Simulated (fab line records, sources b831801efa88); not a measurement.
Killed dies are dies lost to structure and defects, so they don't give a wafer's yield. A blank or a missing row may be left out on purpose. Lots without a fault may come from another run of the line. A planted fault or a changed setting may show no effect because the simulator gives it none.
Problem report in the 8D (eight disciplines) form, filled by code | flow sky130 | the parts of the form that need people (team, actions taken, sign-off) are left out

1. THE PROBLEM
bias_w at SKY_LI_CONTACT_ETCH_14 reads a mean of 95.4 W on 1 wafer of 1 lot; wafers without a fault read 100.0 W with a standard deviation of 0.32. That is -14 standard deviations from the usual mean.
The step: etches BARC in N2/H2, stops on SiO2, time 45.9 s, target depth 60 nm.
First seen on wafer L235.2, day 34 16:54, on rie_diel-04. The record holds 39 wafers of 13 lots with a number at this step. Rule for "out", or "out of limits": more than 4 standard deviations from the usual mean. The other wafers with a number count as sound.

2. WHAT IT IS AND WHAT IT IS NOT
question                    | is                | is not
which readings at this step | bias_w            | drypump_motor_current_A, oes_product_au, throttle_valve_pct
which lots                  | L235              | L220, L221, L222, L223, L224, L226, L228, L232, L238, L239, L240, L241
which wafers of those lots  | L235.2            | L235.3, L235.5
read on which tools         | rie_diel-04       | rie_diel-01, rie_diel-02
when                        | from day 34 16:54 | up to then (26 sound wafers); but 12 sound wafers of L238, L239, L240, L241 came after

3. SUSPECTS, AND WHAT RULES EACH OUT
Counting: a tool at a process step up to the reading stays a suspect if it ran every lot that is out. Sound lots after the first of them don't rule it out here, since some wafers of a struck lot are sound.
- rie_diel-04 at SKY_LI_CONTACT_ETCH_14 (etches BARC in N2/H2, stops on SiO2, time 45.9 s, target depth 60 nm): kept. It ran the lot that is out, L235 (day 34 16:54); its last sound lot up to then is L232 (day 34 02:15). Its own readings are out on those wafers: bias_w.
- Within rie_diel-04 at SKY_LI_CONTACT_ETCH_14: the wafers that are out ran in chamber 1; their sound lot-mates ran in chamber 0.
Left after counting: rie_diel-04 at SKY_LI_CONTACT_ETCH_14.

4. THE CAUSE (what the simulator had put in)
Process parameter drift: rie_diel-04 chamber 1, from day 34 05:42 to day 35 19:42, at SKY_LI_CONTACT_ETCH_14. Setting bias_w, moved by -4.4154, from 100. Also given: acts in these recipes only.
Counting left only this tool.

5. THE CHAIN OF EFFECTS, in route order
Each row: a reading whose mean over the struck wafers that have a number lies more than 3 standard deviations from the usual. Only readings for which the record gives a usual standard deviation are gone through. hours: the time from each lot's start at the first step in this table that gives one to its start at this step, as a median over the lots. sigmas: the change in usual standard deviations.
hours | step                   | reading | usual   | on struck wafers | change | sigmas
0     | SKY_LI_CONTACT_ETCH_14 | bias_w  | 100.0 W | 95.4             | -4.6   | -14
The process steps in it:
- SKY_LI_CONTACT_ETCH_14: etches BARC in N2/H2, stops on SiO2, time 45.9 s, target depth 60 nm.
Later measuring or inspecting steps at which every struck wafer that the step has a row for has a number for every such reading, and none has moved that far: SKY_LOCAL_INTERCONNECT_RS_MEAS_01.

6. WHAT WOULD HAVE CAUGHT IT SOONER
In this record the first reading out of limits was taken at day 34 16:54, 11 hours after the fault began at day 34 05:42.
